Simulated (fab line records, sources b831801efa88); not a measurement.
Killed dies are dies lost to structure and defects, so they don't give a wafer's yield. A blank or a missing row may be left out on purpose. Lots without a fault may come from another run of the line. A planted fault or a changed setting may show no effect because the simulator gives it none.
Which tool did it? | flow sky130 | 12 lots, 36 wafers sampled, at 5 steps of a route of 708

WHAT THE GAUGES READ, wafer by wafer
The record holds no reading of a measuring or inspecting step that can be judged against a usual standard deviation.

WHICH TOOL RAN EACH LOT (tool, then ch and the chambers of the sampled wafers, then the start)
lot  | SKY_VIA3_STRIP_16                    | SKY_METAL4_DESCUM_15              | SKY_METAL4_ETCH_17                 | SKY_METAL5_SPUTTER_01        | SKY_PAD_OPEN_PROBE_99
L489 | plasma_asher-03 ch 0,1, day 39 11:46 | rie_metal-03 ch 0,1, day 41 13:13 | rie_diel-02 ch 0,1,2, day 41 13:21 | pvd_sputter-02, day 42 15:29 | prober-02, day 45 13:41
L491 | plasma_asher-03 ch 0,1, day 40 18:40 | rie_metal-02 ch 0,1, day 42 16:31 | rie_diel-04 ch 2,3, day 42 16:39   | pvd_sputter-03, day 43 17:28 | prober-02, day 46 14:07
L494 | plasma_asher-01 ch 0,1, day 40 19:42 | rie_metal-04 ch 0,1, day 42 18:56 | rie_diel-04 ch 2,3, day 42 19:03   | pvd_sputter-03, day 43 19:34 | prober-02, day 46 15:05
L493 | plasma_asher-03 ch 1, day 40 23:55   | rie_metal-04 ch 0,1, day 43 00:10 | rie_diel-02 ch 0, day 43 00:19     | pvd_sputter-04, day 44 01:57 | -
L501 | plasma_asher-03 ch 0,1, day 43 03:13 | rie_metal-03 ch 1, day 45 00:59   | rie_diel-04 ch 0,2,3, day 45 01:07 | pvd_sputter-04, day 46 00:28 | prober-02, day 48 15:23
L503 | plasma_asher-04 ch 0,1, day 43 12:37 | rie_metal-03 ch 0,1, day 45 10:52 | rie_diel-03 ch 0,2,3, day 45 11:00 | pvd_sputter-04, day 46 11:11 | -
L504 | plasma_asher-01 ch 1, day 43 21:10   | rie_metal-04 ch 0,1, day 45 16:55 | rie_diel-04 ch 0,1, day 45 17:03   | pvd_sputter-02, day 46 15:58 | prober-01, day 49 05:56
L507 | plasma_asher-04 ch 0,1, day 44 13:48 | rie_metal-03 ch 0,1, day 46 11:08 | rie_diel-04 ch 0,2, day 46 11:15   | pvd_sputter-04, day 47 10:08 | prober-02, day 49 20:52
L508 | plasma_asher-04 ch 0,1, day 45 09:26 | rie_metal-03 ch 0,1, day 47 05:49 | rie_diel-03 ch 0,1,2, day 47 05:57 | pvd_sputter-03, day 48 04:31 | prober-01, day 50 12:53
L510 | plasma_asher-03 ch 1, day 46 02:13   | rie_metal-02 ch 1, day 47 21:13   | rie_diel-02 ch 1,2,3, day 47 21:21 | pvd_sputter-02, day 48 18:41 | prober-01, day 50 23:56
L512 | plasma_asher-01 ch 0,1, day 47 01:25 | rie_metal-02 ch 0,1, day 48 17:43 | rie_diel-04 ch 0,2,3, day 48 17:51 | pvd_sputter-02, day 49 13:35 | -
L511 | plasma_asher-03 ch 0,1, day 47 01:46 | rie_metal-03 ch 0,1, day 48 18:50 | rie_diel-03 ch 1,2,3, day 48 18:58 | pvd_sputter-03, day 49 14:41 | -
- SKY_VIA3_STRIP_16: strips in O2/N2.
- SKY_METAL4_DESCUM_15: chemistry O2, time 8 s.
- SKY_METAL4_ETCH_17: etches SiO2 in C4F8/O2/Ar, stops on TiN, time 3.9 s, target depth 15 nm.
- SKY_METAL5_SPUTTER_01: material TiN, target thk 20 nm, time 16.7 s.
- SKY_PAD_OPEN_PROBE_99

WHAT THE TOOLS THEMSELVES READ (means of the sampled wafers that have a number; where no wafer has one, the mark that the record gives instead)
SKY_VIA3_STRIP_16.
lot  | tool            | drypump_motor_current_A (A) | oes_product_au (a.u.) | strip_time_to_endpoint_s (s)
L489 | plasma_asher-03 | 5.9                         | 0.403                 | 4.159
L491 | plasma_asher-03 | 5.8                         | 0.403                 | 4.145
L494 | plasma_asher-01 | 5.8                         | 0.401                 | 4.155
L493 | plasma_asher-03 | 5.5                         | 0.407                 | 4.158
L501 | plasma_asher-03 | 5.8                         | 0.402                 | 4.140
L503 | plasma_asher-04 | 6.3                         | 0.404                 | 4.125
L504 | plasma_asher-01 | 5.9                         | 0.402                 | 4.135
L507 | plasma_asher-04 | 6.1                         | 0.403                 | 4.133
L508 | plasma_asher-04 | 6.2                         | 0.399                 | 4.133
L510 | plasma_asher-03 | 5.5                         | 0.401                 | 4.152
L512 | plasma_asher-01 | 5.8                         | 0.400                 | 4.117
L511 | plasma_asher-03 | 5.8                         | 0.409                 | 4.174

SKY_METAL4_DESCUM_15.
lot  | tool         | drypump_motor_current_A (A) | oes_product_au (a.u.)
L489 | rie_metal-03 | 6.1                         | 1.010
L491 | rie_metal-02 | 6.0                         | 1.004
L494 | rie_metal-04 | 5.9                         | 0.988
L493 | rie_metal-04 | 5.8                         | 0.992
L501 | rie_metal-03 | 6.4                         | 1.002
L503 | rie_metal-03 | 6.2                         | 1.007
L504 | rie_metal-04 | 5.9                         | 0.993
L507 | rie_metal-03 | 6.3                         | 1.009
L508 | rie_metal-03 | 6.1                         | 1.010
L510 | rie_metal-02 | 5.3                         | 1.006
L512 | rie_metal-02 | 6.0                         | 0.997
L511 | rie_metal-03 | 6.2                         | 1.002

SKY_METAL4_ETCH_17.
lot  | tool        | bias_w (W) | oes_product_au (a.u.)
L489 | rie_diel-02 | 1197       | 0.748
L491 | rie_diel-04 | 1196       | 0.756
L494 | rie_diel-04 | 1199       | 0.759
L493 | rie_diel-02 | 1201       | 0.758
L501 | rie_diel-04 | 1199       | 0.757
L503 | rie_diel-03 | 1200       | 0.757
L504 | rie_diel-04 | 1201       | 0.754
L507 | rie_diel-04 | 1198       | 0.762
L508 | rie_diel-03 | 1201       | 0.753
L510 | rie_diel-02 | 1202       | 0.753
L512 | rie_diel-04 | 1198       | 0.753
L511 | rie_diel-03 | 1201       | 0.755

SKY_METAL5_SPUTTER_01.
lot  | tool           | throttle_valve_pct (%)
L489 | pvd_sputter-02 | 30.0
L491 | pvd_sputter-03 | 29.9
L494 | pvd_sputter-03 | 30.5
L493 | pvd_sputter-04 | 28.7
L501 | pvd_sputter-04 | 29.6
L503 | pvd_sputter-04 | 28.6
L504 | pvd_sputter-02 | 30.0
L507 | pvd_sputter-04 | 30.2
L508 | pvd_sputter-03 | 29.7
L510 | pvd_sputter-02 | 30.9
L512 | pvd_sputter-02 | 30.7
L511 | pvd_sputter-03 | 29.4

SKY_PAD_OPEN_PROBE_99.
lot  | tool      | defect_limited_yield (%) | killed_at_M0_to_M3 | killed_at_M4_up | killed_at_contacts | killed_at_front_end | killed_at_other | killed_dies | killed_open | killed_short | sort_bin_3_pad_short (%) | sort_bin_5_function (%) | sort_bin_6_memory (%) | sort_n_pass | sort_yield_pct (%)
L489 | prober-02 | 81.3                     | 44                 | 3.3             | 30                 | 13                  | 1.7             | 92          | 51          | 39           | 0.9                      | 10.6                    | 7.3                   | 400         | 81.3
L491 | prober-02 | 80.7                     | 48                 | 2.7             | 28                 | 16                  | 0.0             | 95          | 53          | 40           | 0.7                      | 11.6                    | 6.9                   | 397         | 80.7
L494 | prober-02 | 80.9                     | 50                 | 2.0             | 23                 | 18                  | 0.3             | 94          | 50          | 44           | 1.3                      | 12.0                    | 5.8                   | 398         | 80.9
L501 | prober-02 | 76.6                     | 84                 | 2.0             | 20                 | 9                   | 0.3             | 115         | 39          | 34           | 3.3                      | 14.2                    | 6.0                   | 377         | 76.6
L504 | prober-01 | 83.5                     | 36                 | 1.7             | 26                 | 16                  | 1.0             | 81          | 42          | 38           | 0.5                      | 10.1                    | 5.9                   | 411         | 83.5
L507 | prober-02 | 83.0                     | 42                 | 3.0             | 25                 | 13                  | 0.3             | 83          | 47          | 36           | 0.7                      | 10.0                    | 6.2                   | 409         | 83.0
L508 | prober-01 | 81.8                     | 50                 | 4.3             | 21                 | 14                  | 0.0             | 89          | 46          | 44           | 1.1                      | 10.7                    | 6.4                   | 403         | 81.8
L510 | prober-01 | 81.4                     | 48                 | 2.3             | 26                 | 14                  | 0.0             | 91          | 50          | 41           | 1.0                      | 10.7                    | 6.8                   | 401         | 81.4

THE ANSWER, worked out from the rows above alone
Rule: what is usual is taken from the lots themselves. Put in order of their means at a reading, lots are off if they are a third of the lots or fewer, leave a main group of 4 or more, and stand apart from it by a gap of 3 or more times the standard deviation of the main group's means; of several such gaps the widest counts. A main group whose means are all the same, to the digits that the tables above print for the reading, isn't used. A lot without any number at a reading at which 4 lots or more have one is off too. The other lots that the step has rows for count as sound. The gauges are gone through in route order, then the tools' own readings, and for those a lot's mean is taken as printed above. The first step at which some lot is off is used, and at that step the reading that is off furthest; a lot without a number counts as furthest.
Off: L501, at SKY_PAD_OPEN_PROBE_99 (sort_bin_3_pad_short). The main group: mean 0.9 %, standard deviation 0.25. Neither off nor sound, because the step has no rows for them: L493, L503, L512, L511.
A tool fits if, at that step or a process step before it, it ran every lot that is off, and no sound lot after the first of them. None of those tried fits.

WHAT THE SIMULATOR HAD PUT IN
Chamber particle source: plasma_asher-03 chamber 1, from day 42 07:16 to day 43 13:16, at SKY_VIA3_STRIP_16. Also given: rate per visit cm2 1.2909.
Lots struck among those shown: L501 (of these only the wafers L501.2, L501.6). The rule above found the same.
